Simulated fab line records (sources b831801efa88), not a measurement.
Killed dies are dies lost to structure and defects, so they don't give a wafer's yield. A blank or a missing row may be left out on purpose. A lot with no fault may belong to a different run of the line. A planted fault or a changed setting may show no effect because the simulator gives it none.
Commonality check across tools + flow sky130 + 13 lots, 45 wafers sampled

WHY IT WAS OPENED
2 of 13 lots carry a flag on the reading SONOS_TUNNEL_TW at SKY_SONOS_TUNNEL_TW_MEAS_12. No-fault wafers: 197.6, standard deviation 1.2.
Rule: a lot is flagged when every wafer of it that has a number lies more than 4 standard deviations from that mean, or none has a number. As for the other lots, they are considered sound.

| lot  | measured     | on            | SONOS_TUNNEL_TW, wafer by wafer     | flag    |
|------|--------------|---------------|-------------------------------------|---------|
| L909 | day 11 16:29 | film-metro-04 | 196.8 196.0 195.5                   |         |
| L910 | day 12 00:50 | film-metro-03 | 199.1 198.4 198.8                   |         |
| L911 | day 12 15:36 | film-metro-03 | 198.7 200.1 199.0                   |         |
| L912 | day 13 10:23 | film-metro-03 | 197.6 197.7 197.9                   |         |
| L914 | day 13 12:05 | film-metro-04 | 198.6 197.6 198.1                   |         |
| L916 | day 13 23:19 | film-metro-03 | 198.0 199.0 198.0                   |         |
| L918 | day 14 16:09 | film-metro-03 | 198.1 197.7 198.2                   |         |
| L917 | day 14 20:11 | film-metro-04 | 197.7 196.6 196.2                   |         |
| L920 | day 15 02:47 | film-metro-04 | 196.1 196.1 196.0                   |         |
| L921 | day 15 15:32 | film-metro-03 | 198.2 198.1 197.9                   |         |
| L922 | day 16 00:52 | film-metro-03 | 184.0 183.6 184.3 183.4 185.1 182.9 | FLAGGED |
| L923 | day 16 07:34 | film-metro-03 | 184.6 184.5 184.8 184.2 183.7 184.9 | FLAGGED |
| L930 | day 18 12:07 | film-metro-02 | 197.9 197.7 199.5                   |         |
The numbers of the flagged lots are 184.2 on average: -13.4 against the usual, or -11 standard deviations.

WHICH TOOL RAN EACH LOT
The record holds 1 process step before the reading, out of a route of 708 steps. In each cell: the tool, then ch and the chambers that the sampled wafers went through, then the start.
| lot  | flag    | SKY_SONOS_TUNNEL_IMPLANT_09     |
|------|---------|---------------------------------|
| L909 |         | implanter-03 ch 0, day 11 16:04 |
| L910 |         | implanter-02 ch 0, day 12 00:25 |
| L911 |         | implanter-02 ch 0, day 12 15:13 |
| L912 |         | implanter-01 ch 0, day 13 09:58 |
| L914 |         | implanter-02 ch 0, day 13 11:40 |
| L916 |         | implanter-03 ch 0, day 13 22:55 |
| L918 |         | implanter-01 ch 0, day 14 15:45 |
| L917 |         | implanter-03 ch 0, day 14 19:46 |
| L920 |         | implanter-03 ch 0, day 15 02:22 |
| L921 |         | implanter-01 ch 0, day 15 15:08 |
| L922 | FLAGGED | implanter-01 ch 0, day 16 00:28 |
| L923 | FLAGGED | implanter-01 ch 0, day 16 07:10 |
| L930 |         | implanter-03 ch 0, day 18 11:31 |
What the steps here do:
- SKY_SONOS_TUNNEL_IMPLANT_09
- SKY_SONOS_TUNNEL_TW_MEAS_12

FLAGGED OVER TOTAL, TOOL BY TOOL (the gauges that took the reading come last)
| step                        | tool          | lots run | flagged | share of the flagged lots | sound lots run after its first flagged lot |
|-----------------------------|---------------|----------|---------|---------------------------|--------------------------------------------|
| SKY_SONOS_TUNNEL_IMPLANT_09 | implanter-01  | 5        | 2       | all                       | 0                                          |
| SKY_SONOS_TUNNEL_IMPLANT_09 | implanter-02  | 3        | 0       | none                      | -                                          |
| SKY_SONOS_TUNNEL_IMPLANT_09 | implanter-03  | 5        | 0       | none                      | -                                          |
| SKY_SONOS_TUNNEL_TW_MEAS_12 | film-metro-02 | 1        | 0       | none                      | -                                          |
| SKY_SONOS_TUNNEL_TW_MEAS_12 | film-metro-03 | 8        | 2       | all                       | 0                                          |
| SKY_SONOS_TUNNEL_TW_MEAS_12 | film-metro-04 | 4        | 0       | none                      | -                                          |

THE TABLE: WHAT IT ALLOWS
Rows of the table that ran all the flagged lots, 2 in number: implanter-01 at SKY_SONOS_TUNNEL_IMPLANT_09; film-metro-03 at SKY_SONOS_TUNNEL_TW_MEAS_12.
- implanter-01 at SKY_SONOS_TUNNEL_IMPLANT_09 ran 5 lots, 2 of them flagged. Its last sound lot is L921 (day 15 15:08), its first flagged lot L922 (day 16 00:28): a fault that began between those two fits. Its own readings lie more than 4 standard deviations out on every wafer of the flagged lots: beam-on-s, faraday-current-uA.
- film-metro-03 at SKY_SONOS_TUNNEL_TW_MEAS_12 ran 8 lots, 2 of them flagged. Its last sound lot is L921 (day 15 15:32), its first flagged lot L922 (day 16 00:52): a fault that began between those two fits.
Counting lots can't tell these 2 tools apart, because each fits a fault that began at some hour. More lots, or a look at what each step does to the wafer, might.

WHAT WAS PUT IN BY THE SIMULATOR
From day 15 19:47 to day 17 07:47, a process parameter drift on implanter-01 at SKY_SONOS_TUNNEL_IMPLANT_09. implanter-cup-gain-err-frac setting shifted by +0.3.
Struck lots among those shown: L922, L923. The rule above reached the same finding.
